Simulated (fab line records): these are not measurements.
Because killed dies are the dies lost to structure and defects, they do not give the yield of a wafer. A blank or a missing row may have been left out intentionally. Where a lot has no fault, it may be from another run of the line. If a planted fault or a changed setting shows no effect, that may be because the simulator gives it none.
fab line records	flow sky130
record lots=6	wafers=18	last-day=50
route steps=708 shown DNWELL@41 PWDE@45 NWELL@56 PAD_OPEN@708
lots that met no fault: from a run of the same line without faults
start-h: hours from the record's opening day to when the first of the lot's shown wafers began	wait-h: time in hours since the lot's previous step	" unchanged from the row above	L1.1+2: one row covering several wafers at once	- either no value or no given start	* or withheld: withheld	< > ~ a bound
route shown NAME@n: NAME is a module with steps in the file, n the number in the route of the first one	usual: mean and standard deviation over wafers with no fault	same: alike in all rows	chamber/n: place in a boat	sites: each site's reading	_std_site: their standard deviation	_edge_site: inner sites' mean taken away from outer sites' mean	radius-mm: for every site, how far away it sits from the centre of the wafer	mask NAME#n: copy n	behind: tool/chamber where the wafer was last shaped	hold: why the lot went on hold/how many hours it stayed there/how the hold came to an end	device: whichever transistor did not switch (one of n, p or np)	end of line: the route-end tests of the same wafers	a step without rows: its recipe alone	killed: at the first sort, the dies lost to defects and structure; wafer yield is something else	map: shows each die of a wafer: x if killed, . if not, _ if none is there
set.NAME: the setting the step ran with; set.NAME@STEP: the setting that earlier step ran with	model.NAME: the simulator's own value behind a step, which no gauge read
lots seen at some steps along the route; tables by step, rows by wafer
services: the hour from which a tool's chamber was out of use, counted from the record's first day as start-h (under 0 if before that day), plus the number of hours and why
## steps
# step SKY_DNWELL_DEVELOP_06
# recipe wall-angle-deg=90	developer=TMAH	develop-time-s=60	dev-temp-c=23
# step SKY_DNWELL_IMPLANT_07
# recipe species=P	energy-kev=withheld	dose-cm2=withheld	tilt-deg=withheld
# step SKY_DNWELL_STRIP_08
# recipe chemistry=O2/N2	power-w=1400	pressure-mtorr=1500	platen-temp-c=withheld	o2-flow-sccm=3000	n2-flow-sccm=300	overash-fraction=0.5
# usual drypump-motor-current-A=5.9/0.52	oes-product-au=0.722/0.0044	strip-time-to-endpoint-s=36.95/0.081
lot.wafer	tool	chamber	start-h	wait-h	drypump-motor-current-A	oes-product-au	rf-hours-counter-h	strip-time-to-endpoint-s
L449.1	plasma-asher-02	1	96.02	0.1	6.3	0.720	28	37.03
L449.3	"	0	"	"	6.4	0.726	-	37.06
L449.4	"	1	"	"	6.3	0.723	-	36.94
L451.2	plasma-asher-03	0	108.46	0.1	5.8	0.720	41	36.95
L451.4	"	0	"	"	5.8	0.723	-	36.94
L451.6	"	0	"	"	5.8	0.723	-	36.91
L457.2	plasma-asher-04	0	141.16	0.1	6.3	0.722	46	36.91
L457.4	"	1	"	"	5.1	0.724	-	36.80
L457.5	"	0	"	"	6.3	0.730	-	36.89
L460.2	plasma-asher-03	0	159.33	0.1	5.8	0.719	4	36.92
L460.4	"	0	"	"	5.8	0.722	-	37.00
L460.5	"	0	"	"	5.7	0.730	-	36.85
L462.1	plasma-asher-03	1	182.25	0.1	5.3	0.725	7	36.98
L462.4	"	0	"	"	5.8	0.718	-	36.98
L462.5	"	0	"	"	5.7	0.720	-	36.95
L464.2	plasma-asher-02	0	190.87	0.1	6.4	0.718	38	36.82
L464.3	"	1	"	"	6.3	0.723	-	36.86
L464.5	"	0	"	"	6.4	0.726	-	36.92
# step SKY_DNWELL_TW_MEAS_09
# usual DNWELL_TW=1116/9.9
lot.wafer	tool	chamber	start-h	wait-h	DNWELL_TW
L449.1	film-metro-03	-	96.12	0.1	1118
L449.3	"	-	"	"	1112
L449.4	"	-	"	"	1120
L451.2	film-metro-02	-	108.57	0.1	1123
L451.4	"	-	"	"	1119
L451.6	"	-	"	"	1128
L457.2	film-metro-01	-	141.27	0.1	1109
L457.4	"	-	"	"	1110
L457.5	"	-	"	"	1117
L460.2	film-metro-02	-	159.44	0.1	1131
L460.4	"	-	"	"	1141
L460.5	"	-	"	"	1139
L462.1	film-metro-02	-	182.35	0.1	1134
L462.4	"	-	"	"	1138
L462.5	"	-	"	"	1131
L464.2	film-metro-01	-	190.98	0.1	1113
L464.3	"	-	"	"	1107
L464.5	"	-	"	"	1111
# step SKY_PWDE_DEHYDRATE_00
# recipe temp-c=200	time-s=60
# step SKY_PWDE_HMDS_01
# recipe prime-time-s=60	prime-temp-c=120
# step SKY_PWDE_COAT_02
# recipe spin-rpm=2000	resist-thk-nm=3000
# step SKY_PWDE_SOFTBAKE_03
# recipe temp-c=110	time-s=withheld
# step SKY_PWDE_EXPOSE_04
# recipe mask-id=PWDEM	na=0.6	source-shape=conventional	sigma-outer=0.6	polarization=unpolarized	target-cd-nm=840	dose-mj=214
# step SKY_PWDE_PEB_05
# recipe temp-c=115	time-s=withheld
# step SKY_PWDE_DEVELOP_06
# recipe wall-angle-deg=90	developer=TMAH	develop-time-s=60	dev-temp-c=23
# step SKY_PWDE_OVL_MEAS_07
# usual PWDE_OVL=-1.0/1.4
lot.wafer	tool	chamber	start-h	wait-h	PWDE_OVL[nm]
L449.1	overlay-01	-	114.76	-	-1.0
L449.3	"	-	"	"	-1.3
L449.4	"	-	"	"	-1.6
L451.2	overlay-02	-	128.11	-	0.4
L451.4	"	-	"	"	2.1
L451.6	"	-	"	"	1.8
L457.2	overlay-01	-	160.86	-	-3.1
L457.4	"	-	"	"	-2.8
L457.5	"	-	"	"	-4.4
L460.2	overlay-01	-	178.72	-	-0.1
L460.4	"	-	"	"	-0.9
L460.5	"	-	"	"	-0.6
L462.1	overlay-02	-	205.11	-	-1.2
L462.4	"	-	"	"	-0.9
L462.5	"	-	"	"	-0.6
L464.2	overlay-02	-	213.11	-	0.6
L464.3	"	-	"	"	-0.4
L464.5	"	-	"	"	0.4
# step SKY_PWDE_IMPLANT_08
# recipe species=B	energy-kev=150	dose-cm2=3.6e+12	tilt-deg=withheld
lot.wafer	tool	chamber	start-h	wait-h
L449.1+3+4	implanter-02	0	114.80	0.0
L451.2+4+6	implanter-02	0	128.17	0.0
L457.2+4+5	implanter-04	0	160.92	0.0
L460.2+4+5	implanter-02	0	178.77	0.0
L462.1+4+5	implanter-04	0	205.14	0.0
L464.2+3+5	implanter-02	0	213.17	0.0
# step SKY_PWDE_STRIP_09
# recipe chemistry=O2/N2	power-w=1400	pressure-mtorr=1500	platen-temp-c=withheld	o2-flow-sccm=3000	n2-flow-sccm=300	overash-fraction=0.5
# usual drypump-motor-current-A=5.9/0.41	oes-product-au=0.723/0.0046	strip-time-to-endpoint-s=36.89/0.1
lot.wafer	tool	chamber	start-h	wait-h	drypump-motor-current-A	oes-product-au	rf-hours-counter-h	strip-time-to-endpoint-s
L449.1	plasma-asher-01	1	114.95	0.1	5.9	0.724	40	36.87
L449.3	"	0	"	"	5.4	0.723	-	36.96
L449.4	"	1	"	"	5.9	0.733	-	36.94
L451.2	plasma-asher-02	1	128.29	0.1	6.3	0.713	32	36.91
L451.4	"	0	"	"	6.4	0.728	-	36.91
L451.6	"	0	"	"	6.4	0.729	-	36.99
L457.2	plasma-asher-03	0	161.04	0.1	5.8	0.721	4	36.98
L457.4	"	1	"	"	5.3	0.729	-	36.98
L457.5	"	0	"	"	5.8	0.731	-	36.95
L460.2	plasma-asher-01	0	178.90	0.1	5.4	0.721	47	36.92
L460.4	"	0	"	"	5.4	0.729	-	36.95
L460.5	"	1	"	"	5.9	0.729	-	36.80
L462.1	plasma-asher-03	1	205.29	0.1	5.3	0.719	9	36.94
L462.4	"	0	"	"	5.8	0.720	-	36.94
L462.5	"	1	"	"	5.3	0.716	-	36.97
L464.2	plasma-asher-01	1	213.29	0.1	5.9	0.727	50	36.92
L464.3	"	0	"	"	5.4	0.720	-	37.03
L464.5	"	1	"	"	5.9	0.730	-	36.85
# step SKY_PWDE_TW_MEAS_10
# usual PWDE_TW=375/3.2
lot.wafer	tool	chamber	start-h	wait-h	PWDE_TW
L449.1	film-metro-03	-	115.05	0.1	368
L449.3	"	-	"	"	369
L449.4	"	-	"	"	366
L451.2	film-metro-02	-	128.40	0.1	371
L451.4	"	-	"	"	371
L451.6	"	-	"	"	372
L457.2	film-metro-03	-	161.15	0.1	373
L457.4	"	-	"	"	373
L457.5	"	-	"	"	374
L460.2	film-metro-02	-	179.01	0.1	381
L460.4	"	-	"	"	381
L460.5	"	-	"	"	381
L462.1	film-metro-02	-	205.39	0.1	381
L462.4	"	-	"	"	381
L462.5	"	-	"	"	382
L464.2	film-metro-02	-	213.40	0.1	379
L464.3	"	-	"	"	381
L464.5	"	-	"	"	380
# step SKY_NWELL_DEHYDRATE_03
# recipe temp-c=200	time-s=60
# step SKY_NWELL_HMDS_04
# recipe prime-time-s=60	prime-temp-c=120
# step SKY_NWELL_COAT_05
# recipe spin-rpm=2000	resist-thk-nm=3000
# step SKY_NWELL_SOFTBAKE_06
# recipe temp-c=110	time-s=withheld
# step SKY_NWELL_EXPOSE_07
# recipe mask-id=NWM	na=0.6	source-shape=conventional	sigma-outer=0.6	polarization=unpolarized	target-cd-nm=840	dose-mj=255
# step SKY_NWELL_PEB_08
# recipe temp-c=115	time-s=withheld
# step SKY_NWELL_DEVELOP_09
# recipe wall-angle-deg=90	developer=TMAH	develop-time-s=60	dev-temp-c=23
# step SKY_NWELL_OVL_MEAS_10
# usual NWELL_00_OVL=0.4/1.4
lot.wafer	tool	chamber	start-h	wait-h	NWELL_00_OVL[nm]
L449.1	overlay-02	-	134.41	-	-0.4
L449.3	"	-	"	"	-0.2
L449.4	"	-	"	"	1.1
L451.2	overlay-01	-	148.32	-	-1.6
L451.4	"	-	"	"	-1.1
L451.6	"	-	"	"	-1.6
L457.2	overlay-02	-	180.57	-	1.2
L457.4	"	-	"	"	0.3
L457.5	"	-	"	"	1.6
L460.2	overlay-02	-	202.01	-	0.3
L460.4	"	-	"	"	-1.3
L460.5	"	-	"	"	0.1
L462.1	overlay-01	-	227.10	-	0.6
L462.4	"	-	"	"	1.4
L462.5	"	-	"	"	0.5
L464.2	overlay-01	-	236.86	-	0.3
L464.3	"	-	"	"	0.9
L464.5	"	-	"	"	-0.7
# step SKY_NWELL_IMPLANT_11
# recipe species=P	energy-kev=400	dose-cm2=1.9e+13	tilt-deg=withheld
# step SKY_NWELL_IMPLANT_12
# recipe species=P	energy-kev=120	dose-cm2=1.3e+12	tilt-deg=withheld
# step SKY_NWELL_IMPLANT_13
# recipe species=P	energy-kev=50	dose-cm2=7e+11	tilt-deg=withheld
# step SKY_NWELL_STRIP_14
# recipe chemistry=O2/N2	power-w=1400	pressure-mtorr=1500	platen-temp-c=withheld	o2-flow-sccm=3000	n2-flow-sccm=300	overash-fraction=0.5
# usual drypump-motor-current-A=5.9/0.46	oes-product-au=0.722/0.0049	strip-time-to-endpoint-s=36.92/0.09
lot.wafer	tool	chamber	start-h	wait-h	drypump-motor-current-A	oes-product-au	rf-hours-counter-h	strip-time-to-endpoint-s
L449.1	plasma-asher-02	1	134.89	0.1	6.3	0.722	32	36.79
L449.3	"	1	"	"	6.3	0.734	-	36.80
L449.4	"	0	"	"	6.4	0.729	-	36.85
L451.2	plasma-asher-02	1	148.80	0.1	6.3	0.718	34	37.09
L451.4	"	0	"	"	6.4	0.726	-	36.96
L451.6	"	1	"	"	6.3	0.718	-	37.00
L457.2	plasma-asher-04	0	181.05	0.1	6.3	0.714	49	36.92
L457.4	"	0	"	"	6.3	0.733	-	37.00
L457.5	"	0	"	"	6.3	0.711	-	37.03
L460.2	plasma-asher-02	1	202.49	0.1	6.3	0.720	40	36.96
L460.4	"	1	"	"	6.3	0.717	-	36.90
L460.5	"	1	"	"	6.3	0.721	-	36.89
L462.1	plasma-asher-04	0	227.59	0.1	6.3	0.721	54	37.09
L462.4	"	0	"	"	6.3	0.720	-	36.89
L462.5	"	0	"	"	6.3	0.722	-	36.94
L464.2	plasma-asher-01	1	237.34	0.1	5.9	0.719	51	37.00
L464.3	"	1	"	"	5.9	0.723	-	37.07
L464.5	"	1	"	"	5.9	0.724	-	37.05
# step SKY_NWELL_TW_MEAS_15
# usual NWELL_TW=1824/16
lot.wafer	tool	chamber	start-h	wait-h	NWELL_TW
L449.1	film-metro-01	-	134.99	0.1	1812
L449.3	"	-	"	"	1814
L449.4	"	-	"	"	1821
L451.2	film-metro-01	-	148.91	0.1	1806
L451.4	"	-	"	"	1822
L451.6	"	-	"	"	1818
L457.2	film-metro-02	-	181.16	0.1	1851
L457.4	"	-	"	"	1850
L457.5	"	-	"	"	1853
L460.2	film-metro-03	-	202.60	0.1	1798
L460.4	"	-	"	"	1807
L460.5	"	-	"	"	1806
L462.1	film-metro-01	-	227.69	0.1	1816
L462.4	"	-	"	"	1837
L462.5	"	-	"	"	1823
L464.2	film-metro-02	-	237.45	0.1	1854
L464.3	"	-	"	"	1847
L464.5	"	-	"	"	1855
# step SKY_NWELL_DEHYDRATE_16
# recipe temp-c=200	time-s=60
# step SKY_NWELL_HMDS_17
# recipe prime-time-s=60	prime-temp-c=120
# step SKY_NWELL_COAT_18
# recipe spin-rpm=2000	resist-thk-nm=3000
# step SKY_NWELL_SOFTBAKE_19
# recipe temp-c=110	time-s=withheld
# step SKY_NWELL_EXPOSE_20
# recipe mask-id=NWM_COMPLEMENT	na=0.6	source-shape=conventional	sigma-outer=0.6	polarization=unpolarized	target-cd-nm=840	dose-mj=260
# step SKY_NWELL_PEB_21
# recipe temp-c=115	time-s=withheld
# step SKY_NWELL_DEVELOP_22
# recipe wall-angle-deg=90	developer=TMAH	develop-time-s=60	dev-temp-c=23
# step SKY_NWELL_OVL_MEAS_23
# usual NWELL_01_OVL=-0.9/1.6
lot.wafer	tool	chamber	start-h	wait-h	NWELL_01_OVL[nm]
L449.1	overlay-01	-	154.71	-	-0.1
L449.3	"	-	"	"	-1.1
L449.4	"	-	"	"	-1.4
L451.2	overlay-01	-	168.51	-	-0.3
L451.4	"	-	"	"	-1.7
L451.6	"	-	"	"	-1.1
L457.2	overlay-02	-	203.76	-	-0.2
L457.4	"	-	"	"	-2.3
L457.5	"	-	"	"	-0.6
L460.2	overlay-02	-	224.11	-	2.1
L460.4	"	-	"	"	2.5
L460.5	"	-	"	"	1.6
L462.1	overlay-01	-	252.21	-	-3.2
L462.4	"	-	"	"	-2.0
L462.5	"	-	"	"	-2.4
L464.2	overlay-01	-	262.21	-	-0.7
L464.3	"	-	"	"	0.9
L464.5	"	-	"	"	0.6
# step SKY_NWELL_IMPLANT_24
# recipe species=B	energy-kev=140	dose-cm2=9.2e+12	tilt-deg=withheld
# step SKY_NWELL_STRIP_25
# recipe chemistry=O2/N2	power-w=1400	pressure-mtorr=1500	platen-temp-c=withheld	o2-flow-sccm=3000	n2-flow-sccm=300	overash-fraction=0.5
# usual drypump-motor-current-A=5.9/0.46	oes-product-au=0.722/0.0046	strip-time-to-endpoint-s=36.89/0.088
lot.wafer	tool	chamber	start-h	wait-h	drypump-motor-current-A	oes-product-au	rf-hours-counter-h	strip-time-to-endpoint-s
L449.1	plasma-asher-04	1	154.89	0.1	5.1	0.720	48	36.88
L449.3	"	1	"	"	5.1	0.720	-	36.88
L449.4	"	0	"	"	6.3	0.712	-	36.89
L451.2	plasma-asher-01	0	168.69	0.1	5.4	0.724	46	36.81
L451.4	"	1	"	"	5.9	0.715	-	36.82
L451.6	"	1	"	"	5.8	0.725	-	36.80
L457.2	plasma-asher-04	0	203.94	0.1	6.3	0.721	51	37.11
L457.4	"	0	"	"	6.3	0.720	-	36.98
L457.5	"	1	"	"	5.1	0.722	-	37.10
L460.2	plasma-asher-02	0	224.29	0.1	6.4	0.724	42	36.92
L460.4	"	0	"	"	6.4	0.732	-	37.01
L460.5	"	0	"	"	6.4	0.724	-	37.01
L462.1	plasma-asher-04	1	252.39	0.1	5.1	0.726	57	36.89
L462.4	"	1	"	"	5.1	0.726	-	37.04
L462.5	"	1	"	"	5.1	0.715	-	36.81
L464.2	plasma-asher-02	1	262.39	0.1	6.3	0.725	46	36.77
L464.3	"	1	"	"	6.3	0.725	-	36.84
L464.5	"	0	"	"	6.4	0.725	-	36.77
# step SKY_NWELL_TW_MEAS_26
# usual NWELL_2_TW=500/5
lot.wafer	tool	chamber	start-h	wait-h	NWELL_2_TW
L449.1	film-metro-02	-	154.99	0.1	506
L449.3	"	-	"	"	505
L449.4	"	-	"	"	505
L451.2	film-metro-02	-	168.80	0.1	506
L451.4	"	-	"	"	505
L451.6	"	-	"	"	503
L457.2	film-metro-02	-	204.05	0.1	502
L457.4	"	-	"	"	503
L457.5	"	-	"	"	505
L460.2	film-metro-01	-	224.40	0.1	496
L460.4	"	-	"	"	496
L460.5	"	-	"	"	497
L462.1	film-metro-02	-	252.49	0.1	502
L462.4	"	-	"	"	504
L462.5	"	-	"	"	503
L464.2	film-metro-02	-	262.50	0.1	504
L464.3	"	-	"	"	505
L464.5	"	-	"	"	506
# step SKY_NWELL_CLEAN_27
# recipe chemistry=SC1/SC2	mix=1:4:20	temp-c=70	time-s=150	dry=n2-spin
# step SKY_NWELL_RTA_28
# recipe temp-c=1050	time-s=30	idle-temp-c=650	ramp-up-c-per-s=150	ramp-down-c-per-s=90	ambient=N2
# usual lamp-power-pct=25.31/0.055	wafer_temp_C_max=1054.8/0.88
lot.wafer	tool	chamber	start-h	wait-h	lamp-power-pct	wafer_temp_C_max
L449.1	rtp-anneal-02	0	155.11	0.0	25.27	1053.9
L449.3	"	0	"	"	25.30	1054.5
L449.4	"	0	"	"	25.24	1055.0
L451.2	rtp-anneal-02	0	168.92	0.0	25.27	1056.1
L451.4	"	0	"	"	25.28	1053.7
L451.6	"	0	"	"	25.37	1053.7
L457.2	rtp-anneal-01	0	204.17	0.0	25.37	1054.1
L457.4	"	0	"	"	25.33	1055.7
L457.5	"	0	"	"	25.35	1054.9
L460.2	rtp-anneal-02	0	224.53	0.0	25.23	1055.0
L460.4	"	0	"	"	25.18	1055.3
L460.5	"	0	"	"	25.41	1055.0
L462.1	rtp-anneal-01	0	252.60	0.0	25.26	1055.5
L462.4	"	0	"	"	25.27	1056.0
L462.5	"	0	"	"	25.30	1054.0
L464.2	rtp-anneal-02	0	262.62	0.0	25.32	1053.6
L464.3	"	0	"	"	25.30	1055.7
L464.5	"	0	"	"	25.37	1055.5
# step SKY_NWELL_RS_MEAS_29
# recipe thk-meas-gauge=four-point-probe
# usual NWELL_RS=625.2/1.6
lot.wafer	tool	chamber	start-h	wait-h	NWELL_RS[ohm/sq]
L449.1	film-metro-03	-	155.21	0.1	624.7
L449.3	"	-	"	"	623.1
L449.4	"	-	"	"	623.1
L451.2	film-metro-03	-	169.02	0.1	625.5
L451.4	"	-	"	"	625.5
L451.6	"	-	"	"	628.4
L457.2	film-metro-02	-	204.27	0.1	625.8
L457.4	"	-	"	"	625.3
L457.5	"	-	"	"	624.1
L460.2	film-metro-03	-	224.72	0.2	623.4
L460.4	"	-	"	"	623.3
L460.5	"	-	"	"	625.1
L462.1	film-metro-03	-	252.70	0.1	623.5
L462.4	"	-	"	"	626.1
L462.5	"	-	"	"	625.0
L464.2	film-metro-03	-	262.73	0.1	622.9
L464.3	"	-	"	"	624.5
L464.5	"	-	"	"	624.3
# step SKY_NWELL_RS_MEAS_31
# recipe thk-meas-gauge=four-point-probe
# usual PWDE_RS=5280/22
lot.wafer	tool	chamber	start-h	wait-h	PWDE_RS[ohm/sq]
L449.1	film-metro-03	-	155.45	0.1	5552
L449.3	"	-	"	"	5550
L449.4	"	-	"	"	5557
L451.2	film-metro-03	-	169.26	0.1	5504
L451.4	"	-	"	"	5535
L451.6	"	-	"	"	5523
L457.2	film-metro-02	-	204.51	0.1	5287
L457.4	"	-	"	"	5284
L457.5	"	-	"	"	5272
L460.2	film-metro-03	-	224.96	0.1	5243
L460.4	"	-	"	"	5249
L460.5	"	-	"	"	5256
L462.1	film-metro-03	-	252.94	0.1	5236
L462.4	"	-	"	"	5264
L462.5	"	-	"	"	5253
L464.2	film-metro-03	-	262.97	0.1	5313
L464.3	"	-	"	"	5308
L464.5	"	-	"	"	5298
# step SKY_PAD_OPEN_PROBE_99
# usual killed_at_M0_to_M3=43/6.6	killed_at_M4_up=3.2/1.8	killed-at-contacts=24/5	killed-at-front-end=15/4.5	killed-at-other=0.2/0.46	killed-dies=86/8.8	killed-open=48/6.6	killed-short=38/6.1
# same gross-dies=492	killed-at-back-side=0
lot.wafer	tool	chamber	start-h	wait-h	killed_at_M0_to_M3	killed_at_M4_up	killed-at-contacts	killed-at-front-end	killed-at-other	killed-dies	killed-open	killed-short	model.etest.res_p_drift_20v.line-ohm-um	model.etest.res_p_drift_20v.rs-ohm-sq	model.etest.res-pwde-under-gate.rs-ohm-sq
L449.1	prober-01	-	1136.84	0.1	37	2	19	8	1	67	38	29	1.172e+04	9882	6834
L449.3	prober-01	-	1136.94	0.2	33	1	34	12	0	80	44	36	1.188e+04	1.003e+04	6848
L449.4	prober-01	-	1136.99	0.2	40	1	24	12	0	77	45	32	1.171e+04	9862	6797
L451.2	prober-01	-	1146.44	0.1	44	5	25	7	0	81	47	34	1.195e+04	9965	6760
L451.4	prober-01	-	1146.54	0.2	43	4	21	8	0	76	45	31	1.22e+04	1.02e+04	6803
L451.6	prober-01	-	1146.64	0.2	42	5	25	18	0	90	50	40	1.236e+04	1.039e+04	6793
L457.2	prober-02	-	1180.48	0.1	44	0	25	7	0	76	46	30	1.148e+04	9594	6136
L457.4	prober-02	-	1180.58	0.2	39	8	25	9	0	81	37	44	1.122e+04	9486	6163
L457.5	prober-02	-	1180.63	0.2	49	5	21	14	0	89	52	37	1.16e+04	9734	6164
L460.2	prober-02	-	1186.73	0.1	44	6	22	15	0	87	47	40	1.152e+04	9583	6202
L460.4	prober-02	-	1186.83	0.2	25	6	23	13	0	67	38	29	1.124e+04	9357	6211
L460.5	prober-02	-	1186.88	0.2	53	5	24	10	0	92	50	42	1.135e+04	9449	6266
L462.1	prober-02	-	1207.72	0.1	41	1	25	12	1	80	46	34	1.188e+04	9961	6143
L462.4	prober-02	-	1207.87	0.2	51	5	23	14	1	94	48	46	1.188e+04	9852	6078
L462.5	prober-02	-	1207.92	0.2	46	3	25	8	0	82	53	29	1.19e+04	9991	6138
L464.2	prober-01	-	1211.18	0.1	38	1	19	19	1	78	43	35	1.128e+04	9308	6196
L464.3	prober-01	-	1211.23	0.2	38	2	24	21	0	85	41	44	1.127e+04	9357	6201
L464.5	prober-01	-	1211.33	0.2	38	6	21	16	0	81	39	42	1.12e+04	9414	6214
# killed by level:class
L449.1 CONTACT:geometric-particle:open=10 VIA2:geometric-particle:open=9 VIA3:geometric-particle:open=7 VIA1:geometric-particle:open=5 CONTACT:geometric-particle:short=4 METAL1:geometric-particle:short=4 FIELD_ISO:geometric-particle:short=3 METAL2:geometric-particle:short=3
L449.3 CONTACT:geometric-particle:open=17 VIA1:geometric-particle:open=8 POLY_GATE:geometric-particle:short=5 LI_CONTACT:geometric-particle:short=5 METAL1:geometric-particle:short=5 POLY_GATE:geometric-particle:open=4 LI_CONTACT:geometric-particle:open=4 LOCAL_INTERCONNECT:geometric-particle:short=4
L449.4 CONTACT:geometric-particle:open=9 VIA1:geometric-particle:open=9 VIA3:geometric-particle:open=8 METAL1:geometric-particle:short=6 LI_CONTACT:geometric-particle:open=5 METAL2:geometric-particle:short=5 LOCAL_INTERCONNECT:geometric-particle:short=4 VIA2:geometric-particle:open=4
L451.2 VIA1:geometric-particle:open=10 VIA3:geometric-particle:open=10 CONTACT:geometric-particle:open=8 METAL1:geometric-particle:short=7 CONTACT:geometric-particle:short=5 LI_CONTACT:geometric-particle:open=5 LOCAL_INTERCONNECT:geometric-particle:short=5 FIELD_ISO:geometric-particle:open=4
L451.4 CONTACT:geometric-particle:open=12 VIA1:geometric-particle:open=9 VIA1:geometric-particle:short=7 VIA2:geometric-particle:open=6 FIELD_ISO:geometric-particle:short=4 VIA3:geometric-particle:open=4 LI_CONTACT:geometric-particle:open=3 LI_CONTACT:geometric-particle:short=3
L451.6 VIA1:geometric-particle:open=10 CONTACT:geometric-particle:open=8 LI_CONTACT:geometric-particle:open=7 FIELD_ISO:geometric-particle:open=7 LOCAL_INTERCONNECT:geometric-particle:short=6 VIA1:geometric-particle:short=5 METAL2:geometric-particle:short=5 VIA2:geometric-particle:open=5
L457.2 CONTACT:geometric-particle:open=11 VIA1:geometric-particle:short=11 VIA2:geometric-particle:open=11 VIA1:geometric-particle:open=8 LI_CONTACT:geometric-particle:open=5 LI_CONTACT:geometric-particle:short=5 VIA3:geometric-particle:open=5 METAL1:geometric-particle:short=4
L457.4 CONTACT:geometric-particle:open=8 CONTACT:geometric-particle:short=7 VIA1:geometric-particle:open=7 VIA3:geometric-particle:open=7 METAL4:geometric-particle:short=7 METAL2:geometric-particle:short=6 VIA2:geometric-particle:open=6 METAL1:geometric-particle:short=5
L457.5 VIA1:geometric-particle:open=12 VIA3:geometric-particle:open=9 LI_CONTACT:geometric-particle:open=8 CONTACT:geometric-particle:open=8 VIA1:geometric-particle:short=7 METAL1:geometric-particle:short=5 FIELD_ISO:geometric-particle:short=4 FIELD_ISO:geometric-particle:open=3
L460.2 FIELD_ISO:geometric-particle:open=9 VIA2:geometric-particle:open=9 CONTACT:geometric-particle:open=8 VIA1:geometric-particle:open=8 LI_CONTACT:geometric-particle:open=6 METAL2:geometric-particle:short=6 METAL4:geometric-particle:short=6 CONTACT:geometric-particle:short=5
L460.4 CONTACT:geometric-particle:open=8 LI_CONTACT:geometric-particle:open=6 VIA2:geometric-particle:open=5 FIELD_ISO:geometric-particle:open=4 POLY_GATE:geometric-particle:short=4 METAL4:geometric-particle:short=4 CONTACT:geometric-particle:short=4 METAL1:geometric-particle:open=4
L460.5 METAL1:geometric-particle:short=9 VIA1:geometric-particle:open=9 VIA3:geometric-particle:open=9 LI_CONTACT:geometric-particle:open=8 CONTACT:geometric-particle:open=8 VIA2:geometric-particle:open=7 VIA1:geometric-particle:short=6 LOCAL_INTERCONNECT:geometric-particle:short=5
L462.1 VIA1:geometric-particle:open=10 CONTACT:geometric-particle:open=9 LI_CONTACT:geometric-particle:open=6 LOCAL_INTERCONNECT:geometric-particle:short=5 METAL2:geometric-particle:short=5 VIA2:geometric-particle:open=5 FIELD_ISO:geometric-particle:open=4 VIA1:geometric-particle:short=4
L462.4 VIA1:geometric-particle:open=10 METAL1:geometric-particle:short=8 VIA2:geometric-particle:open=8 VIA3:geometric-particle:open=8 LI_CONTACT:geometric-particle:open=7 CONTACT:geometric-particle:open=5 VIA3:geometric-particle:short=5 LOCAL_INTERCONNECT:geometric-particle:short=4
L462.5 VIA1:geometric-particle:open=17 CONTACT:geometric-particle:open=8 LI_CONTACT:geometric-particle:open=7 VIA2:geometric-particle:open=6 VIA3:geometric-particle:open=6 VIA3:geometric-particle:short=4 FIELD_ISO:geometric-particle:open=3 LOCAL_INTERCONNECT:geometric-particle:short=3
L464.2 VIA3:geometric-particle:open=10 VIA1:geometric-particle:open=7 POLY_CUT:geometric-particle:short=6 LI_CONTACT:geometric-particle:open=5 FIELD_ISO:geometric-particle:open=4 CONTACT:geometric-particle:open=4 METAL1:geometric-particle:short=4 FIELD_ISO:geometric-particle:short=3
L464.3 CONTACT:geometric-particle:open=9 POLY_GATE:geometric-particle:open=7 METAL1:geometric-particle:short=7 VIA1:geometric-particle:short=7 FIELD_ISO:geometric-particle:short=5 LOCAL_INTERCONNECT:geometric-particle:short=5 METAL2:geometric-particle:short=5 LI_CONTACT:geometric-particle:open=4
L464.5 VIA1:geometric-particle:open=14 CONTACT:geometric-particle:open=9 LOCAL_INTERCONNECT:geometric-particle:short=6 VIA1:geometric-particle:short=6 METAL4:geometric-particle:short=5 POLY_GATE:geometric-particle:short=4 POLY_GATE:geometric-particle:open=4 LI_CONTACT:geometric-particle:open=4
## services
tool	chamber	start-h	hours	kind
plasma-asher-03	-	108.75	9.0	pm
plasma-asher-03	0	108.75	9.0	vent-cycle
plasma-asher-03	1	108.75	9.0	vent-cycle
plasma-asher-03	0	117.75	-	clean
plasma-asher-03	1	117.75	-	clean
rtp-anneal-02	-	148.95	4.0	pm
implanter-02	-	153.53	9.4	repair
implanter-02	-	153.93	1.7	repair
implanter-04	-	154.69	4.6	pm
plasma-asher-04	-	155.72	13.8	repair
implanter-02	-	162.88	9.9	pm
plasma-asher-03	-	190.67	2.8	pm
plasma-asher-01	-	222.69	14.6	pm
plasma-asher-02	-	232.02	2.8	repair
## key
first-sign step=SKY_PWDE_TW_MEAS_10	reading=PWDE_TW	direction=down	sigmas=1.8	usual=375	struck=370
effect step=SKY_NWELL_RS_MEAS_31	reading=PWDE_RS	direction=up	sigmas=11	usual=5280	struck=5537
model-effect step=SKY_PAD_OPEN_PROBE_99	value=etest.res_p_drift_20v.line-ohm-um	without=1.094e+04	struck=1.197e+04
met-at SKY_PWDE_IMPLANT_08
struck-wafers L449.1,L449.3,L449.4,L451.2,L451.4,L451.6
tester-left-out L449,L451
fault kind=process-parameter-drift	tool=implanter-02	chamber=-	onset-h=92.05	steps=SKY_PWDE_IMPLANT_08	channel=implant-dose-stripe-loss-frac	offset=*	shape=step	end-h=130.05
# tester-left-out: of these lots the tester's yield and bins aren't shown, on N5 and GAA mostly nor the transistor test; their killed dies are dies lost to structure and defects alone, not to doping, threshold or leakage, so they don't give the yield
